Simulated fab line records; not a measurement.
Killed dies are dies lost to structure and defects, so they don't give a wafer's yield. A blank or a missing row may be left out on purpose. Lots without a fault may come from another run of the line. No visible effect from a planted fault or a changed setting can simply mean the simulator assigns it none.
fab line records	flow sky130
[record] lots = 24	wafers = 72	last-day = 50
route steps=708 shown POLY_GATE@231 SD_P@328 CONTACT@422 METAL1@439 VIA2@530 METAL3@567
lots that met no fault: from a run of the same line without faults
start-h: hours from the record's first day to the start of the lot's first wafer shown	wait-h: hours from the lot's prior step to this one	" unchanged from the row above	L1.1+2: several wafers, shown together as one row	- no value, or no start was given	* or withheld: withheld	< > ~ a bound
route shown NAME@n: names a module that has steps shown in the file, with the first one's number in the route	usual: mean and standard deviation over wafers with no fault	same: alike in all rows	chamber/n: place in a boat	sites: the reading at each site	_std_site: their standard deviation	_edge_site: inner sites' mean taken away from outer sites' mean	radius-mm: for every site, how far away it sits from the centre of the wafer	mask NAME#n: copy n	behind: the tool/chamber that last shaped the wafer	hold: the reason the lot was held/the length of the hold in hours/how it ended	device: names the non-switching transistor (n, p or np)	end of line: tests run on the same wafers once the route is complete	for a step that has no rows: nothing shown but its recipe	killed: at the first sort, the dies lost to defects and structure; wafer yield is something else	map: a wafer's dies, x killed, . not, _ none there
set.NAME: the run value of the setting; set.NAME@STEP: its run value at that earlier step	model.NAME: the simulator's own value behind a step, which no gauge read
route steps across a sampled set of lots; one table per step, one row per wafer
services: when a tool's chamber went out of use (start-h, in hours from the record's first day, below 0 if earlier), for how many hours, and the reason
[[steps]]
[step SKY_POLY_GATE_ETCH_17]
[recipe] target-depth-nm = 180	stop-on = SiO2	over-etch-frac = 0.56667	chemistry = HBr/Cl2	target = poly-Si	icp-w = 400	bias-w = 100	pressure-mtorr = 10	HBr_flow_sccm = 150	Cl2_flow_sccm = 50	time-s = 70.5
[usual] drypump-motor-current-A = 5.73/0.27	mfc-cl2-sccm = 49.99/0.16	oes-product-au = 0.980/0.0098	throttle-valve-pct = 33.685/0.0096
lot.wafer	tool	chamber	start-h	wait-h	drypump-motor-current-A	mfc-cl2-sccm	oes-product-au	rf-hours-counter-h	throttle-valve-pct
L074.1	rie-si-01	1	366.10	0.0	5.39	49.98	0.986	2	33.687
L074.5	"	3	"	"	6.05	49.98	0.995	-	33.694
L074.6	"	2	"	"	5.56	49.87	0.967	-	33.694
L075.2	rie-si-01	0	377.75	0.0	6.18	49.90	0.989	64	33.683
L075.4	"	3	"	"	6.12	49.79	0.986	2	33.689
L075.6	"	3	"	"	6.09	50.11	0.984	-	33.685
L076.1	rie-si-02	0	390.68	0.0	5.62	50.06	0.980	38	33.678
L076.4	"	1	"	"	5.40	49.87	0.971	6	33.670
L076.5	"	1	"	"	5.41	49.93	0.978	-	33.662
L077.1	rie-si-02	2	393.85	0.0	5.90	50.26	0.975	0	33.690
L077.2	"	0	"	"	5.61	49.88	0.987	38	33.684
L077.3	"	3	"	"	5.61	50.16	0.974	1	33.691
L078.1	rie-si-02	3	418.06	0.0	5.64	49.99	0.971	1	33.678
L078.3	"	0	"	"	5.61	50.22	0.971	38	33.699
L078.4	"	2	"	"	5.90	49.79	0.979	0	33.677
L079.2	rie-si-01	2	418.40	0.0	5.60	49.84	0.960	7	33.692
L079.3	"	3	"	"	6.06	50.18	0.983	2	33.682
L079.4	"	0	"	"	6.21	50.15	0.988	64	33.690
L080.1	rie-si-02	0	424.30	0.0	5.64	50.05	0.979	38	33.677
L080.3	"	3	"	"	5.60	50.33	0.971	1	33.688
L080.5	"	1	"	"	5.39	50.29	0.956	-	33.679
L081.2	rie-si-01	1	428.10	0.0	5.41	49.90	0.983	2	33.679
L081.3	"	3	"	"	6.06	49.98	0.987	2	33.686
L081.4	"	0	"	"	6.26	50.04	0.988	64	33.689
L082.2	rie-si-01	1	436.35	0.0	5.39	49.84	0.996	2	33.689
L082.4	"	2	"	"	5.61	50.02	0.977	7	33.681
L082.5	"	1	"	"	5.41	50.25	0.990	-	33.687
L083.1	rie-si-01	2	444.30	0.0	5.62	49.87	0.967	8	33.698
L083.2	"	3	"	"	6.07	49.71	0.991	2	33.689
L083.6	"	0	"	"	6.17	50.03	0.975	-	33.681
L084.1	rie-si-02	0	453.38	0.0	5.62	50.17	0.992	38	33.684
L084.3	"	1	"	"	5.39	49.93	0.982	6	33.672
L084.4	"	2	"	"	5.88	50.10	0.992	1	33.675
L085.3	rie-si-01	3	462.66	0.0	6.08	50.11	0.997	3	33.673
L085.4	"	3	"	"	6.04	50.10	0.993	-	33.688
L085.5	"	1	"	"	5.39	49.77	0.983	-	33.700
L086.1	rie-si-01	2	470.43	0.0	5.59	49.76	0.976	8	33.700
L086.4	"	3	"	"	6.09	50.12	0.995	-	33.693
L086.6	"	2	"	"	5.60	49.65	0.969	-	33.676
L087.1	rie-si-02	2	479.05	0.0	5.87	49.80	0.977	1	33.694
L087.2	"	1	"	"	5.38	49.95	0.958	6	33.661
L087.5	"	1	"	"	5.39	49.97	0.964	-	33.693
L088.4	rie-si-01	0	489.15	0.0	6.16	50.11	0.979	0	33.687
L088.5	"	0	"	"	6.16	50.36	0.978	-	33.697
L088.6	"	3	"	"	6.07	49.84	0.983	-	33.684
L089.2	rie-si-02	1	497.41	0.0	5.39	50.12	0.963	6	33.683
L089.3	"	3	"	"	5.63	49.98	0.975	2	33.681
L089.6	"	3	"	"	5.63	49.98	0.980	-	33.676
L090.2	rie-si-01	3	522.08	0.0	6.04	50.13	0.993	3	33.674
L090.3	"	1	"	"	5.39	49.88	0.995	3	33.691
L090.4	"	0	"	"	6.14	50.10	0.985	0	33.681
L092.1	rie-si-02	3	540.63	0.0	5.60	49.63	0.972	2	33.675
L092.2	"	1	"	"	5.39	50.26	0.960	6	33.679
L092.4	"	2	"	"	5.88	49.87	0.974	1	33.690
L091.3	rie-si-01	0	540.85	0.0	6.12	50.02	0.988	0	33.686
L091.5	"	2	"	"	5.61	50.25	0.969	-	33.673
L091.6	"	3	"	"	6.07	49.89	0.989	-	33.669
L093.3	rie-si-02	1	545.89	0.0	5.40	50.01	0.971	6	33.682
L093.5	"	1	"	"	5.42	50.01	0.970	-	33.684
L093.6	"	0	"	"	5.63	49.87	0.975	-	33.701
L094.1	rie-si-01	2	547.08	0.0	5.62	49.83	0.969	8	33.697
L094.5	"	1	"	"	5.43	49.82	0.988	-	33.676
L094.6	"	2	"	"	5.64	49.73	0.973	-	33.692
L095.1	rie-si-02	0	551.23	0.0	5.63	50.30	0.986	39	33.709
L095.2	"	2	"	"	5.88	49.92	0.967	1	33.683
L095.3	"	1	"	"	5.41	49.85	0.967	7	33.680
L096.2	rie-si-01	3	556.73	0.0	6.02	50.06	0.979	3	33.683
L096.3	"	2	"	"	5.63	49.94	0.971	8	33.672
L096.6	"	3	"	"	6.09	49.99	0.979	-	33.688
L097.2	rie-si-02	1	569.59	0.0	5.42	49.95	0.976	7	33.697
L097.4	"	2	"	"	5.89	50.12	0.988	1	33.695
L097.6	"	1	"	"	5.43	49.95	0.970	-	33.687
[step SKY_SD_P_OVL_MEAS_08]
[usual] SD_P_OVL = -0.9/1.7
lot.wafer	tool	chamber	start-h	wait-h	SD_P_OVL[nm]
L074.1	overlay-01	-	581.85	0.1	-0.1
L074.5	"	-	"	"	-0.7
L074.6	"	-	"	"	-1.9
L075.2	overlay-01	-	592.39	0.1	-2.6
L075.4	"	-	"	"	-1.1
L075.6	"	-	"	"	-2.5
L076.1	overlay-01	-	608.50	0.1	0.9
L076.4	"	-	"	"	-0.6
L076.5	"	-	"	"	-0.1
L077.1	overlay-01	-	612.37	0.1	-5.5
L077.2	"	-	"	"	-4.3
L077.3	"	-	"	"	-5.3
L078.1	overlay-02	-	632.00	0.1	2.1
L078.3	"	-	"	"	3.4
L078.4	"	-	"	"	1.1
L079.2	overlay-01	-	634.17	0.1	0.5
L079.3	"	-	"	"	-0.5
L079.4	"	-	"	"	0.2
L080.1	overlay-02	-	642.10	0.1	-0.5
L080.3	"	-	"	"	-1.2
L080.5	"	-	"	"	0.3
L081.2	overlay-02	-	643.40	0.1	-0.6
L081.3	"	-	"	"	-0.2
L081.4	"	-	"	"	0.8
L082.2	overlay-01	-	652.52	0.1	-3.2
L082.4	"	-	"	"	-2.4
L082.5	"	-	"	"	-3.7
L083.1	overlay-01	-	658.48	0.1	-1.5
L083.2	"	-	"	"	-0.3
L083.6	"	-	"	"	0.3
L084.1	overlay-01	-	664.85	0.1	-4.5
L084.3	"	-	"	"	-2.0
L084.4	"	-	"	"	-2.7
L085.3	overlay-02	-	675.78	0.1	-0.3
L085.4	"	-	"	"	0.0
L085.5	"	-	"	"	-0.9
L086.1	overlay-01	-	682.33	0.1	-2.5
L086.4	"	-	"	"	-2.2
L086.6	"	-	"	"	-2.4
L087.1	overlay-02	-	688.88	0.1	-0.7
L087.2	"	-	"	"	-1.1
L087.5	"	-	"	"	-0.7
L088.4	overlay-01	-	701.18	0.1	-2.4
L088.5	"	-	"	"	-0.9
L088.6	"	-	"	"	-0.4
L089.2	overlay-02	-	704.32	0.1	-1.0
L089.3	"	-	"	"	-0.8
L089.6	"	-	"	"	-1.8
L090.2	overlay-01	-	731.04	0.1	1.7
L090.3	"	-	"	"	-0.6
L090.4	"	-	"	"	-0.2
L092.1	overlay-02	-	745.10	0.1	0.7
L092.2	"	-	"	"	0.2
L092.4	"	-	"	"	2.0
L091.3	overlay-01	-	747.36	0.1	-0.8
L091.5	"	-	"	"	0.2
L091.6	"	-	"	"	-1.6
L094.1	overlay-02	-	751.08	0.1	1.1
L094.5	"	-	"	"	1.3
L094.6	"	-	"	"	1.6
L093.3	overlay-02	-	751.13	0.1	-0.3
L093.5	"	-	"	"	0.2
L093.6	"	-	"	"	-0.8
L095.1	overlay-02	-	757.25	0.1	-0.9
L095.2	"	-	"	"	-0.5
L095.3	"	-	"	"	-1.2
L096.2	overlay-01	-	761.89	0.1	0.5
L096.3	"	-	"	"	1.5
L096.6	"	-	"	"	2.0
L097.2	overlay-02	-	773.69	0.1	-4.1
L097.4	"	-	"	"	-2.3
L097.6	"	-	"	"	-3.3
[step SKY_CONTACT_ETCH_16]
[recipe] chemistry = N2/H2	target = BARC	ion-energy-ev = 200	source-w = 500	bias-w = 100	pressure-mtorr = 30	n2-flow-sccm = 100	h2-flow-sccm = 200	stop-on = SiO2	time-s = 45.9	target-depth-a = 600
[usual] drypump-motor-current-A = 5.8/0.49	oes-product-au = 0.854/0.005	throttle-valve-pct = 13.225/0.0091
lot.wafer	tool	chamber	start-h	wait-h	drypump-motor-current-A	oes-product-au	rf-hours-counter-h	throttle-valve-pct
L074.1	rie-diel-02	1	730.95	0.0	5.9	0.851	0	13.221
L074.5	"	3	"	"	5.6	0.855	-	13.216
L074.6	"	0	"	"	6.0	0.866	-	13.226
L075.2	rie-diel-01	2	739.44	0.0	5.4	0.858	13	13.208
L075.4	"	3	"	"	6.5	0.852	14	13.215
L075.6	"	1	"	"	5.3	0.849	-	13.226
L076.1	rie-diel-01	0	755.72	0.0	5.9	0.856	20	13.216
L076.4	"	2	"	"	5.4	0.862	13	13.217
L076.5	"	1	"	"	5.3	0.851	-	13.239
L077.1	rie-diel-03	1	759.66	0.0	4.9	0.854	4	13.238
L077.2	"	3	"	"	6.6	0.852	15	13.196
L077.3	"	2	"	"	5.7	0.848	17	13.237
L078.1	rie-diel-02	3	776.98	0.0	5.6	0.852	3	13.214
L078.3	"	1	"	"	6.0	0.855	2	13.232
L078.4	"	0	"	"	5.9	0.854	35	13.211
L079.2	rie-diel-02	1	778.68	0.0	6.0	0.857	2	13.223
L079.3	"	3	"	"	5.6	0.857	3	13.228
L079.4	"	0	"	"	6.0	0.847	35	13.242
L080.1	rie-diel-01	0	785.80	0.0	5.9	0.855	21	13.227
L080.3	"	1	"	"	5.3	0.853	4	13.226
L080.5	"	0	"	"	5.9	0.872	-	13.237
L081.2	rie-diel-01	0	788.18	0.0	5.9	0.855	21	13.230
L081.3	"	1	"	"	5.3	0.851	4	13.232
L081.4	"	3	"	"	6.5	0.848	15	13.242
L082.2	rie-diel-02	2	795.83	0.0	5.9	0.846	16	13.234
L082.4	"	3	"	"	5.6	0.857	3	13.236
L082.5	"	2	"	"	5.9	0.857	-	13.223
L083.1	rie-diel-03	0	801.40	0.0	6.3	0.859	2	13.218
L083.2	"	3	"	"	6.6	0.856	17	13.227
L083.6	"	1	"	"	4.9	0.858	-	13.223
L084.1	rie-diel-03	0	806.13	0.0	6.3	0.862	2	13.226
L084.3	"	1	"	"	4.9	0.856	5	13.223
L084.4	"	2	"	"	5.8	0.858	17	13.237
L085.3	rie-diel-01	0	817.92	0.0	5.9	0.857	22	13.225
L085.4	"	1	"	"	5.3	0.849	5	13.239
L085.5	"	1	"	"	5.3	0.849	-	13.218
L086.1	rie-diel-02	3	823.25	0.0	5.6	0.857	4	13.219
L086.4	"	2	"	"	5.9	0.850	-	13.218
L086.6	"	1	"	"	6.0	0.852	-	13.210
L087.1	rie-diel-03	3	829.07	0.0	6.6	0.860	18	13.225
L087.2	"	1	"	"	4.9	0.859	6	13.223
L087.5	"	2	"	"	5.8	0.857	-	13.220
L088.4	rie-diel-03	2	839.45	0.0	5.8	0.843	18	13.219
L088.5	"	0	"	"	6.3	0.857	-	13.217
L088.6	"	1	"	"	5.0	0.848	-	13.224
L089.2	rie-diel-03	0	844.95	0.0	6.3	0.849	4	13.222
L089.3	"	2	"	"	5.8	0.859	19	13.234
L089.6	"	3	"	"	6.6	0.854	-	13.214
L090.2	rie-diel-01	3	868.05	0.0	6.5	0.853	18	13.241
L090.3	"	1	"	"	5.3	0.855	6	13.213
L090.4	"	2	"	"	5.4	0.863	17	13.211
L092.1	rie-diel-03	1	880.65	0.0	4.9	0.859	8	13.220
L092.2	"	3	"	"	6.6	0.856	20	13.216
L092.4	"	2	"	"	5.7	0.853	20	13.214
L091.3	rie-diel-01	2	882.87	0.0	5.4	0.862	17	13.211
L091.5	"	2	"	"	5.4	0.857	-	13.247
L091.6	"	1	"	"	5.3	0.850	-	13.202
L094.1	rie-diel-03	3	886.02	0.0	6.6	0.851	20	13.227
L094.5	"	2	"	"	5.8	0.857	-	13.231
L094.6	"	1	"	"	4.9	0.856	-	13.233
L093.3	rie-diel-01	0	888.92	0.0	5.9	0.859	25	13.221
L093.5	"	0	"	"	5.9	0.855	-	13.238
L093.6	"	3	"	"	6.5	0.858	-	13.227
L095.1	rie-diel-02	2	892.57	0.0	5.9	0.841	19	13.242
L095.2	"	3	"	"	5.6	0.861	6	13.232
L095.3	"	1	"	"	6.0	0.852	5	13.219
L096.2	rie-diel-03	3	897.22	0.0	6.6	0.849	20	13.221
L096.3	"	0	"	"	6.3	0.858	6	13.238
L096.6	"	3	"	"	6.6	0.854	-	13.215
L097.2	rie-diel-02	0	908.00	0.0	5.9	0.861	3	13.231
L097.4	"	2	"	"	5.9	0.860	20	13.228
L097.6	"	1	"	"	6.0	0.859	-	13.232
[step SKY_METAL1_RS_MEAS_05]
[recipe] thk-meas-gauge = four-point-probe	reads = TiN_of_METAL1_SPUTTER_04+Ti_of_METAL1_SPUTTER_03+AlCu_of_METAL1_SPUTTER_02+TiN_of_METAL1_SPUTTER_01+Ti_of_METAL1_SPUTTER_00
[usual] METAL1_ALCU_RS = 0.1268/0.0015
lot.wafer	tool	chamber	start-h	wait-h	METAL1_ALCU_RS[ohm/sq]
L074.1	film-metro-02	-	732.52	0.0	0.1270
L074.5	"	-	"	"	0.1255
L074.6	"	-	"	"	0.1294
L075.2	film-metro-01	-	741.01	0.0	0.1278
L075.4	"	-	"	"	0.1251
L075.6	"	-	"	"	0.1273
L076.1	film-metro-02	-	757.23	0.0	0.1278
L076.4	"	-	"	"	0.1288
L076.5	"	-	"	"	0.1271
L077.1	film-metro-02	-	761.17	0.0	0.1279
L077.2	"	-	"	"	0.1260
L077.3	"	-	"	"	0.1257
L078.1	film-metro-04	-	778.51	0.0	0.1283
L078.3	"	-	"	"	0.1252
L078.4	"	-	"	"	0.1258
L079.2	film-metro-02	-	780.26	0.0	0.1259
L079.3	"	-	"	"	0.1291
L079.4	"	-	"	"	0.1287
L080.1	film-metro-01	-	787.33	0.0	0.1274
L080.3	"	-	"	"	0.1271
L080.5	"	-	"	"	0.1275
L081.2	film-metro-01	-	789.73	0.0	0.1245
L081.3	"	-	"	"	0.1271
L081.4	"	-	"	"	0.1234
L082.2	film-metro-01	-	797.37	0.0	0.1288
L082.4	"	-	"	"	0.1257
L082.5	"	-	"	"	0.1272
L083.1	film-metro-02	-	802.92	0.0	0.1242
L083.2	"	-	"	"	0.1268
L083.6	"	-	"	"	0.1248
L084.1	film-metro-01	-	807.71	0.0	0.1267
L084.3	"	-	"	"	0.1282
L084.4	"	-	"	"	0.1289
L085.3	film-metro-04	-	819.48	0.1	0.1267
L085.4	"	-	"	"	0.1261
L085.5	"	-	"	"	0.1277
L086.1	film-metro-02	-	824.77	0.0	0.1278
L086.4	"	-	"	"	0.1277
L086.6	"	-	"	"	0.1281
L087.1	film-metro-04	-	830.58	0.0	0.1263
L087.2	"	-	"	"	0.1267
L087.5	"	-	"	"	0.1267
L088.4	film-metro-01	-	841.17	0.1	0.1278
L088.5	"	-	"	"	0.1266
L088.6	"	-	"	"	0.1252
L089.2	film-metro-01	-	846.50	0.0	0.1248
L089.3	"	-	"	"	0.1269
L089.6	"	-	"	"	0.1291
L090.2	film-metro-04	-	869.59	0.0	0.1291
L090.3	"	-	"	"	0.1250
L090.4	"	-	"	"	0.1275
L092.1	film-metro-01	-	882.18	0.0	0.1280
L092.2	"	-	"	"	0.1254
L092.4	"	-	"	"	0.1237
L091.3	film-metro-01	-	884.43	0.1	0.1262
L091.5	"	-	"	"	0.1261
L091.6	"	-	"	"	0.1268
L094.1	film-metro-02	-	887.57	0.0	0.1260
L094.5	"	-	"	"	0.1271
L094.6	"	-	"	"	0.1267
L093.3	film-metro-04	-	890.49	0.1	0.1253
L093.5	"	-	"	"	0.1251
L093.6	"	-	"	"	0.1232
L095.1	film-metro-04	-	894.10	0.0	0.1278
L095.2	"	-	"	"	0.1264
L095.3	"	-	"	"	0.1278
L096.2	film-metro-01	-	898.79	0.0	0.1247
L096.3	"	-	"	"	0.1261
L096.6	"	-	"	"	0.1247
L097.2	film-metro-02	-	909.55	0.0	0.1257
L097.4	"	-	"	"	0.1264
L097.6	"	-	"	"	0.1272
[step SKY_VIA2_THK_MEAS_23]
[recipe] thk-meas-gauge = xrf	reads = W_of_VIA2_CVD_21
[usual] VIA2_W_THK = 438/7.2
lot.wafer	tool	chamber	start-h	wait-h	VIA2_W_THK[nm]
L074.1	film-metro-04	-	845.45	0.1	439
L074.5	"	-	"	"	437
L074.6	"	-	"	"	441
L075.2	film-metro-04	-	852.62	0.1	437
L075.4	"	-	"	"	434
L075.6	"	-	"	"	433
L076.1	film-metro-01	-	868.08	0.1	439
L076.4	"	-	"	"	445
L076.5	"	-	"	"	442
L077.1	film-metro-03	-	872.06	0.1	429
L077.2	"	-	"	"	428
L077.3	"	-	"	"	428
L078.1	film-metro-01	-	888.68	0.1	426
L078.3	"	-	"	"	434
L078.4	"	-	"	"	431
L079.2	film-metro-04	-	891.86	0.1	443
L079.3	"	-	"	"	443
L079.4	"	-	"	"	443
L080.1	film-metro-01	-	897.93	0.1	430
L080.3	"	-	"	"	431
L080.5	"	-	"	"	433
L081.2	film-metro-04	-	898.94	0.1	435
L081.3	"	-	"	"	437
L081.4	"	-	"	"	438
L082.2	film-metro-01	-	907.48	0.1	439
L082.4	"	-	"	"	438
L082.5	"	-	"	"	443
L083.1	film-metro-01	-	911.47	0.1	438
L083.2	"	-	"	"	430
L083.6	"	-	"	"	432
L084.1	film-metro-04	-	919.07	0.1	443
L084.3	"	-	"	"	438
L084.4	"	-	"	"	450
L085.3	film-metro-03	-	928.32	0.1	427
L085.4	"	-	"	"	430
L085.5	"	-	"	"	428
L086.1	film-metro-03	-	933.27	0.1	429
L086.4	"	-	"	"	432
L086.6	"	-	"	"	435
L087.1	film-metro-01	-	938.72	0.1	439
L087.2	"	-	"	"	441
L087.5	"	-	"	"	436
L088.4	film-metro-01	-	949.62	0.1	437
L088.5	"	-	"	"	441
L088.6	"	-	"	"	442
L089.2	film-metro-03	-	953.24	0.1	442
L089.3	"	-	"	"	446
L089.6	"	-	"	"	438
L090.2	film-metro-04	-	975.77	0.1	436
L090.3	"	-	"	"	436
L090.4	"	-	"	"	433
L092.1	film-metro-04	-	988.00	0.1	445
L092.2	"	-	"	"	445
L092.4	"	-	"	"	442
L091.3	film-metro-03	-	989.49	0.1	433
L091.5	"	-	"	"	435
L091.6	"	-	"	"	436
L094.1	film-metro-03	-	992.88	0.1	434
L094.5	"	-	"	"	438
L094.6	"	-	"	"	435
L093.3	film-metro-01	-	998.38	0.1	442
L093.5	"	-	"	"	448
L093.6	"	-	"	"	446
L095.1	film-metro-01	-	1000.25	0.1	461
L095.2	"	-	"	"	451
L095.3	"	-	"	"	456
L096.2	film-metro-01	-	1004.07	0.1	451
L096.3	"	-	"	"	443
L096.6	"	-	"	"	448
L097.2	film-metro-04	-	1013.08	0.1	433
L097.4	"	-	"	"	431
L097.6	"	-	"	"	434
[step SKY_METAL3_ETCH_17]
[recipe] target = SiO2	stop-on = TiN	chemistry = C4F8/O2/Ar	source-w = 1500	bias-w = 1200	pressure-mtorr = 40	c4f8-flow-sccm = withheld	O2_flow_sccm = 6	Ar_flow_sccm = 300	time-s = 3.9	target-depth-a = 150
[usual] oes-product-au = 0.755/0.0081
lot.wafer	tool	chamber	start-h	wait-h	oes-product-au	rf-hours-counter-h
L074.1	rie-diel-03	3	899.15	0.1	0.752	20
L074.5	"	2	"	"	0.752	-
L074.6	"	3	"	"	0.751	-
L075.2	rie-diel-02	1	906.32	0.1	0.733	5
L075.4	"	2	"	"	0.751	20
L075.6	"	0	"	"	0.746	-
L076.1	rie-diel-04	1	919.59	0.2	0.757	13
L076.4	"	0	"	"	0.755	5
L076.5	"	0	"	"	0.762	-
L077.1	rie-diel-02	2	924.22	0.1	0.754	20
L077.2	"	3	"	"	0.747	7
L077.3	"	2	"	"	0.758	-
L078.1	rie-diel-02	0	939.02	0.1	0.763	3
L078.3	"	3	"	"	0.764	7
L078.4	"	2	"	"	0.759	-
L079.2	rie-diel-03	2	943.26	0.1	0.755	22
L079.3	"	3	"	"	0.742	21
L079.4	"	0	"	"	0.753	7
L080.1	rie-diel-02	2	948.77	0.1	0.752	21
L080.3	"	3	"	"	0.761	8
L080.5	"	2	"	"	0.749	-
L081.2	rie-diel-04	1	950.61	0.1	0.747	14
L081.3	"	2	"	"	0.748	16
L081.4	"	3	"	"	0.740	7
L082.2	rie-diel-02	3	958.70	0.1	0.760	8
L082.4	"	0	"	"	0.769	4
L082.5	"	2	"	"	0.776	-
L083.1	rie-diel-04	3	963.15	0.1	0.748	8
L083.2	"	2	"	"	0.749	16
L083.6	"	2	"	"	0.744	-
L084.1	rie-diel-03	2	970.22	0.1	0.747	23
L084.3	"	0	"	"	0.745	8
L084.4	"	3	"	"	0.749	22
L085.3	rie-diel-02	0	979.96	0.0	0.757	5
L085.4	"	2	"	"	0.764	22
L085.5	"	3	"	"	0.766	-
L086.1	rie-diel-02	2	983.00	0.1	0.738	22
L086.4	"	0	"	"	0.757	5
L086.6	"	2	"	"	0.745	-
L087.1	rie-diel-02	0	989.51	0.1	0.752	5
L087.2	"	2	"	"	0.751	22
L087.5	"	3	"	"	0.750	-
L088.4	rie-diel-02	2	1000.50	0.0	0.761	23
L088.5	"	2	"	"	0.759	-
L088.6	"	1	"	"	0.762	-
L089.2	rie-diel-03	0	1004.05	0.1	0.761	9
L089.3	"	1	"	"	0.740	12
L089.6	"	1	"	"	0.757	-
L090.2	rie-diel-03	3	1023.95	0.1	0.757	25
L090.3	"	2	"	"	0.758	25
L090.4	"	3	"	"	0.758	-
L092.1	rie-diel-03	3	1035.45	0.1	0.751	25
L092.2	"	0	"	"	0.749	10
L092.4	"	1	"	"	0.751	13
L091.3	rie-diel-02	2	1037.06	0.0	0.764	24
L091.5	"	0	"	"	0.768	-
L091.6	"	1	"	"	0.764	-
L094.1	rie-diel-02	2	1039.25	0.1	0.754	24
L094.5	"	1	"	"	0.760	-
L094.6	"	0	"	"	0.755	-
L093.3	rie-diel-02	1	1045.57	0.0	0.747	9
L093.5	"	3	"	"	0.770	-
L093.6	"	2	"	"	0.763	-
L095.1	rie-diel-02	3	1047.22	0.1	0.744	11
L095.2	"	1	"	"	0.756	9
L095.3	"	2	"	"	0.762	24
L096.2	rie-diel-04	0	1050.97	0.1	0.740	9
L096.3	"	1	"	"	0.755	17
L096.6	"	3	"	"	0.758	-
L097.2	rie-diel-02	0	1058.75	0.1	0.742	7
L097.4	"	1	"	"	0.747	10
L097.6	"	3	"	"	0.759	-
[[services]]
tool	chamber	start-h	hours	kind
rie-diel-03	0	348.79	4.9	repair
rie-si-01	-	362.41	2.8	pm
rie-si-02	2	373.09	8.6	repair
rie-si-02	-	386.98	1.8	repair
rie-diel-02	-	389.49	0.5	repair
rie-si-01	2	493.16	8.3	repair
rie-diel-02	1	519.62	1.9	repair
rie-diel-03	-	576.90	2.8	pm
rie-diel-03	3	596.40	1.2	repair
rie-si-01	0	704.41	9.8	repair
rie-diel-03	2	780.68	25.0	repair
rie-diel-03	-	785.31	0.6	repair
rie-diel-02	-	795.97	15.6	pm
rie-diel-02	1	826.03	12.6	repair
rie-diel-03	3	875.02	3.4	repair
rie-diel-02	0	917.57	8.9	repair
rie-diel-02	1	918.77	6.3	repair
rie-diel-03	0	920.99	1.3	repair
rie-si-01	-	936.15	0.3	repair
rie-diel-02	1	938.60	4.0	repair
rie-diel-02	2	973.59	2.8	repair
rie-si-01	1	975.40	7.7	repair
rie-si-01	3	1002.65	8.3	repair
rie-diel-03	1	1023.22	2.4	repair
[[key]]
fault none
